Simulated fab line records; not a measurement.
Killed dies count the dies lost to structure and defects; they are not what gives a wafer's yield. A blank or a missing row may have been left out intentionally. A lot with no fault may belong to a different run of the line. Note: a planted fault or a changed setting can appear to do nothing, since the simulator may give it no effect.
One fault through the eyes of 2 desks || flow gf180mcu || each desk holds nothing but its own numbers, with what lay behind them at the end

== THE METROLOGY DESK ==
What the gauges read, lot by lot, whatever tool the lot ran on: means of the sampled wafers that have a number. If a lot's mean is further than 4 standard deviations from the usual mean, the lot is out of limits and carries the mark OUT (the distance appears in the brackets).
Columns: A = cd-nm at GF_POLY_GATE_CD_MEAS_10, usual 280.1 nm; B = cd-nm at GF_HV_LDD_CD_MEAS_46, usual 400.1 nm
{"lot": "L220", "first seen here": "day 9 08:58", "A": 279.2, "B": 399.9}
{"lot": "L222", "first seen here": "day 9 18:08", "A": 280.8, "B": 400.7}
{"lot": "L223", "first seen here": "day 10 05:25", "A": 279.5, "B": 397.2}
{"lot": "L228", "first seen here": "day 11 13:10", "A": 279.1, "B": 398.9}
{"lot": "L235", "first seen here": "day 13 14:17", "A": 281.5, "B": 403.4}
{"lot": "L236", "first seen here": "day 13 22:32", "A": 279.7, "B": 400.8}
{"lot": "L237", "first seen here": "day 14 01:34", "A": 279.2, "B": 402.4}
{"lot": "L238", "first seen here": "day 14 13:14", "A": 280.0, "B": 398.1}
{"lot": "L239", "first seen here": "day 14 19:59", "A": 278.0, "B": 399.3}
{"lot": "L240", "first seen here": "day 15 02:13", "A": 281.3, "B": 400.0}
{"lot": "L241", "first seen here": "day 15 10:47", "A": 282.0, "B": 398.0}
{"lot": "L242", "first seen here": "day 15 16:03", "A": 278.6, "B": 394.5}
{"lot": "L243", "first seen here": "day 16 00:16", "A": 281.1, "B": 397.6}
This desk's finding: nothing out of limits on any of the 13 lots.

== DESK OF THE TOOL OWNER: rie-diel-02 ==
The tool's own readings at GF_HV_LDD_ETCHBACK_58 (etches Si3N4 in CH3F/O2, stops on SiO2, time 100 s, target depth 90 nm): means of the sampled wafers that have a number, for each lot that ran on this tool. If a lot's mean is further than 4 standard deviations from the usual mean, the lot is out of limits and carries the mark OUT (the distance appears in the brackets).
Columns: A = drypump-motor-current-A at GF_HV_LDD_ETCHBACK_58, usual 5.9 A; B = oes-product-au at GF_HV_LDD_ETCHBACK_58, usual 0.843 a.u.; C = run-length-s at GF_HV_LDD_ETCHBACK_58, usual 128.2 s; D = throttle-valve-pct at GF_HV_LDD_ETCHBACK_58, usual 10.560 %
{"lot": "L223", "first seen here": "day 13 15:16", "A": 5.8, "B": 0.838, "C": 128.4, "D": 10.548}
{"lot": "L228", "first seen here": "day 15 01:40", "A": 5.8, "B": "0.888 (+7.7) OUT", "C": "122.9 (-11) OUT", "D": 10.577}
{"lot": "L236", "first seen here": "day 17 20:32", "A": 5.9, "B": 0.840, "C": 128.4, "D": 10.561}
{"lot": "L237", "first seen here": "day 17 23:29", "A": 5.7, "B": 0.844, "C": 128.5, "D": 10.556}
{"lot": "L239", "first seen here": "day 18 22:24", "A": 5.8, "B": 0.839, "C": 127.7, "D": 10.556}
{"lot": "L240", "first seen here": "day 19 03:11", "A": 6.0, "B": 0.846, "C": 128.3, "D": 10.562}
This desk's verdict: out of limits on L228, starting with L228 at day 15 01:40 (oes-product-au at GF_HV_LDD_ETCHBACK_58). L223, L236, L237, L239, L240: within limits.

== PUT TOGETHER ==
An alarm could have come from the tool owner's desk at day 15 01:40, on L228.
Metrology desk: nothing out of limits seen.
The metrology desk has L228 on record, within its limits.
The lots listed all ran GF_HV_LDD_ETCHBACK_58 on rie-diel-02.

== WHAT THE SIMULATOR HAD PUT IN ==
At GF_HV_LDD_ETCHBACK_58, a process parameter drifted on rie-diel-02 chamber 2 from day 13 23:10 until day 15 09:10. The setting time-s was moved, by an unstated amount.
Shown lots that were struck: L228.
Time in hours from fault onset to the first out-of-limits reading at each desk: the tool owner's desk, 26.
